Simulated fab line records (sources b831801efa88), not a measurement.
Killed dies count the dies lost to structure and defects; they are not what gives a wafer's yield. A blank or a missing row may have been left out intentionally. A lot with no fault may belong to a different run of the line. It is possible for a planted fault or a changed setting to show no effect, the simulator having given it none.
Code-filled problem report in 8D (eight disciplines) form    flow gf180mcu    the parts of the form that need people (team, actions taken, sign-off) are left out

== 1. WHAT WENT WRONG ==
Mean of runLengthS at GF_M3_METAL_ETCH_16: 159.4 s over 2 wafers from 1 lot, against 153.3 s (standard deviation 0.31) on wafers with no fault. That is +20 standard deviations from the usual mean.
The step: etches the open film in Cl2/BCl3, stops on SiO2, target depth 750.8 nm, time 125.1 s.
Earliest sighting: wafer L636.2 on rieMetal-04 at day 23 20:13. The record holds 14 wafers of 5 lots with a number at this step. Rule for "out" (also "out of limits"): further than 4 standard deviations from the usual mean. The other wafers with a number count as sound.

== 2. WHAT IT IS, AND WHAT IT ISN'T ==
question                     is                      is not
which readings at this step  runLengthS              drypumpMotorCurrentA, heBacksideLeakSccm
which lots                   L636                    L631, L632, L642, L651
which wafers of those lots   all that have a number  -
read on which tools          rieMetal-04             rieMetal-01, rieMetal-03
when                         from day 23 20:13       up to then (6 sound wafers); but 6 sound wafers of L642, L651 came after

== 3. THE SUSPECTS, EACH WITH WHAT RULES IT OUT ==
Counting: a tool at any process step up to the reading remains a suspect when it ran all the lots that are out and ran no sound lot after the first of those.
- pvdSputter-03 at GF_M3_SPUTTER_04 (material TiN, target thk 50 nm, time 41.7 s): ruled out as a lasting fault. After its first lot that is out, L636 (day 22 21:07), sound lots L651 ran on it.
- rieMetal-04 at GF_M3_METAL_ETCH_16 (etches the open film in Cl2/BCl3, stops on SiO2, target depth 750.8 nm, time 125.1 s): kept. It ran the lot that is out, L636 (day 23 20:13), and no sound lot after that; its last sound lot up to then is L632 (day 22 11:22). Out on those wafers are its own readings of runLengthS.
After counting, what remains is rieMetal-04 at GF_M3_METAL_ETCH_16.

== 4. THE CAUSE (what the simulator had put in) ==
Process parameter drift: rieMetal-04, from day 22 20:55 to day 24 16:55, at GF_M3_METAL_ETCH_16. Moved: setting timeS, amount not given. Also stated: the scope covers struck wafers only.
Only this tool survived the counting.

== 5. THE CHAIN OF EFFECTS, in route order ==
Rows list readings where the struck wafers' mean (over those with a number) sits beyond 3 standard deviations from the usual. Only readings whose record carries a usual standard deviation are examined. hours: median over the lots of the time between each lot's start at the first step of this table that gives one and its start at this step. sigmas: the change, counted in usual standard deviations.
hours  step                 reading               usual       on struck wafers  change  sigmas
0      GF_M3_METAL_ETCH_16  oesProductAu          0.992 a.u.  0.968             -0.024  -4.3
0      GF_M3_METAL_ETCH_16  runLengthS            153.3 s     159.4             +6.1    +20
0      GF_M3_METAL_ETCH_16  throttleValvePct      28.228 %    28.258            +0.029  +3.2
0      GF_M3_STRIP_17       stripTimeToEndpointS  7.36 s      7.22              -0.14   -4.1
It contains these process steps:
- GF_M3_METAL_ETCH_16: etches the open film in Cl2/BCl3, stops on SiO2, target depth 750.8 nm, time 125.1 s.
- GF_M3_STRIP_17: strips in O2/N2.

== 6. WHAT WOULD HAVE CAUGHT IT SOONER ==
In this record the first reading out of limits was taken at day 23 20:13, 23 hours after the fault began at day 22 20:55.
